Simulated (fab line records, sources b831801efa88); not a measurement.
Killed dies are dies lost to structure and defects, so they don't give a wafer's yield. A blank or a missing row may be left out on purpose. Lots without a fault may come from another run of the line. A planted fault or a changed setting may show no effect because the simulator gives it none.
Which tool did it? | flow sfq_line | 14 lots, 42 wafers sampled, at 4 steps of a route of 325

WHAT THE GAUGES READ, wafer by wafer
SFQ_M0_RS_MEAS_904: measures by four-point-probe.
lot  | measured     | on            | M0_NB_RS (ohm/sq)
L585 | day 6 03:09  | film_metro-03 | 0.896 0.894 0.892
L586 | day 6 13:19  | film_metro-02 | 0.899 0.897 0.900
L587 | day 6 23:48  | film_metro-03 | 0.897 0.906 0.914
L589 | day 7 17:47  | film_metro-03 | 0.901 0.897 0.898
L591 | day 8 17:08  | film_metro-02 | 0.877 0.887 0.878
L593 | day 9 14:44  | film_metro-03 | 0.888 0.897 0.890
L597 | day 11 12:05 | film_metro-02 | 0.895 0.893 0.896
L598 | day 11 13:19 | film_metro-02 | 0.882 0.891 0.877
L599 | day 11 14:31 | film_metro-04 | 0.892 0.889 0.887
L600 | day 11 16:55 | film_metro-02 | 0.910 0.909 0.915
L604 | day 11 21:43 | film_metro-03 | 0.893 0.892 0.888
L606 | day 12 00:14 | film_metro-04 | 0.898 0.897 0.897
L607 | day 12 01:20 | film_metro-04 | 0.898 0.890 0.899
L608 | day 12 02:33 | film_metro-03 | 0.889 0.893 0.887

SFQ_I3_BOW_MEAS_922.
lot  | measured     | on            | I3_BOW (um)
L585 | day 27 17:24 | film_metro-04 | 9 13 2
L586 | day 28 03:01 | film_metro-01 | -1 -17 -7
L587 | day 32 19:43 | film_metro-01 | -4 4 0
L589 | day 36 14:17 | film_metro-03 | -4 7 -5
L591 | day 37 08:30 | film_metro-04 | -14 -15 -11
L593 | day 39 03:58 | film_metro-01 | -1 18 18
L597 | day 41 22:02 | film_metro-04 | 0 7 3
L598 | day 47 12:31 | film_metro-03 | -12 -12 -2
L599 | day 47 15:31 | film_metro-04 | 15 1 -3
L600 | day 47 18:31 | film_metro-04 | 21 20 16
L604 | day 48 04:13 | film_metro-04 | -9 6 -9
L606 | day 48 10:11 | film_metro-03 | 0 -4 3
L607 | day 48 12:02 | film_metro-04 | 24 10 -2
L608 | day 48 15:03 | film_metro-04 | -2 2 4

WHICH TOOL RAN EACH LOT (tool, then ch and the chambers of the sampled wafers, then the start)
lot  | SFQ_TRILAYER_I0_VIA_STRIP_STRIP_035 | SFQ_TRILAYER_I2_VIA_BARC_OPEN_VIA_ETCH_096
L585 | rie_metal-04 ch 0,1, day 10 11:04   | rie_diel-02 ch 0,2, day 20 16:22
L586 | rie_metal-04 ch 0,1, day 11 00:11   | rie_diel-03 ch 0,1,2, day 20 22:22
L587 | rie_metal-03 ch 0,1, day 15 20:59   | rie_diel-03 ch 1,2, day 26 05:42
L589 | rie_metal-04 ch 0,1, day 17 02:20   | rie_diel-02 ch 1,2, day 30 01:25
L591 | rie_metal-04 ch 0,1, day 17 21:32   | rie_diel-03 ch 1,3, day 31 04:19
L593 | rie_metal-03 ch 0,1, day 18 20:20   | rie_diel-01 ch 0,1,2, day 38 05:36
L597 | rie_metal-03 ch 0,1, day 20 20:08   | rie_diel-02 ch 0,1,2, day 41 00:24
L598 | rie_metal-01 ch 0,1, day 21 04:32   | rie_diel-03 ch 0,1,3, day 41 05:12
L599 | rie_metal-03 ch 0,1, day 21 10:32   | rie_diel-01 ch 0,1,2, day 41 07:36
L600 | rie_metal-04 ch 0,1, day 21 14:08   | rie_diel-02 ch 0,1,2, day 41 10:00
L604 | rie_metal-01 ch 0,1, day 22 00:56   | rie_diel-02 ch 0,2,3, day 47 00:09
L606 | rie_metal-01 ch 0,1, day 22 09:20   | rie_diel-02 ch 0,2,3, day 47 06:09
L607 | rie_metal-04 ch 0,1, day 22 10:44   | rie_diel-01 ch 0,3, day 47 08:33
L608 | rie_metal-03 ch 0,1, day 22 13:15   | rie_diel-01 ch 0,3, day 47 13:21
- SFQ_TRILAYER_I0_VIA_STRIP_STRIP_035: strips in O2.
- SFQ_TRILAYER_I2_VIA_BARC_OPEN_VIA_ETCH_096: etches BARC in O2, target depth 125 nm, time 41.7 s.

WHAT THE TOOLS THEMSELVES READ (means of the sampled wafers that have a number; where no wafer has one, the mark that the record gives instead)
SFQ_TRILAYER_I0_VIA_STRIP_STRIP_035.
lot  | tool         | drypump_motor_current_A (A) | oes_product_au (a.u.)
L585 | rie_metal-04 | 5.5                         | 0.995
L586 | rie_metal-04 | 5.1                         | 1.002
L587 | rie_metal-03 | 6.3                         | 0.997
L589 | rie_metal-04 | 5.5                         | 1.006
L591 | rie_metal-04 | 5.1                         | 0.995
L593 | rie_metal-03 | 6.4                         | 0.997
L597 | rie_metal-03 | 6.4                         | 1.004
L598 | rie_metal-01 | 5.9                         | 1.002
L599 | rie_metal-03 | 6.3                         | 0.997
L600 | rie_metal-04 | 5.1                         | 1.002
L604 | rie_metal-01 | 5.6                         | 1.004
L606 | rie_metal-01 | 5.9                         | 1.010
L607 | rie_metal-04 | 5.1                         | 1.002
L608 | rie_metal-03 | 6.4                         | 0.994

SFQ_TRILAYER_I2_VIA_BARC_OPEN_VIA_ETCH_096.
lot  | tool        | bias_w (W) | chamber_pressure_mTorr (mTorr) | drypump_motor_current_A (A) | oes_product_au (a.u.)
L585 | rie_diel-02 | 80.12      | 29.98                          | 5.6                         | 0.689
L586 | rie_diel-03 | 80.08      | 29.99                          | 6.0                         | 0.684
L587 | rie_diel-03 | 79.99      | 30.01                          | 5.9                         | 0.688
L589 | rie_diel-02 | 79.96      | 29.98                          | 5.5                         | 0.684
L591 | rie_diel-03 | 79.68      | 29.99                          | 6.3                         | 0.683
L593 | rie_diel-01 | 80.04      | 30.02                          | 6.2                         | 0.688
L597 | rie_diel-02 | 80.13      | 31.98                          | 5.8                         | 0.681
L598 | rie_diel-03 | 80.08      | 30.00                          | 6.2                         | 0.688
L599 | rie_diel-01 | 80.24      | 29.99                          | 6.2                         | 0.682
L600 | rie_diel-02 | 80.12      | 32.00                          | 5.8                         | 0.683
L604 | rie_diel-02 | 80.35      | 30.02                          | 5.5                         | 0.685
L606 | rie_diel-02 | 80.19      | 30.01                          | 5.5                         | 0.683
L607 | rie_diel-01 | 80.09      | 30.00                          | 6.1                         | 0.685
L608 | rie_diel-01 | 80.01      | 30.00                          | 6.5                         | 0.683

THE ANSWER, worked out from the rows above alone
Rule: what is usual is taken from the lots themselves. Put in order of their means at a reading, lots are off if they are a third of the lots or fewer, leave a main group of 4 or more, and stand apart from it by a gap of 3 or more times the standard deviation of the main group's means; of several such gaps the widest counts. A main group whose means are all the same, to the digits that the tables above print for the reading, isn't used. A lot without any number at a reading at which 4 lots or more have one is off too. The other lots that the step has rows for count as sound. The gauges are gone through in route order, then the tools' own readings, and for those a lot's mean is taken as printed above. The first step at which some lot is off is used, and at that step the reading that is off furthest; a lot without a number counts as furthest.
Off: L597, L600, at SFQ_TRILAYER_I2_VIA_BARC_OPEN_VIA_ETCH_096 (chamber_pressure_mTorr). The main group: mean 30.00 mTorr, standard deviation 0.013.
A tool fits if, at that step or a process step before it, it ran every lot that is off, and no sound lot after the first of them. None of those tried fits.

WHAT THE SIMULATOR HAD PUT IN
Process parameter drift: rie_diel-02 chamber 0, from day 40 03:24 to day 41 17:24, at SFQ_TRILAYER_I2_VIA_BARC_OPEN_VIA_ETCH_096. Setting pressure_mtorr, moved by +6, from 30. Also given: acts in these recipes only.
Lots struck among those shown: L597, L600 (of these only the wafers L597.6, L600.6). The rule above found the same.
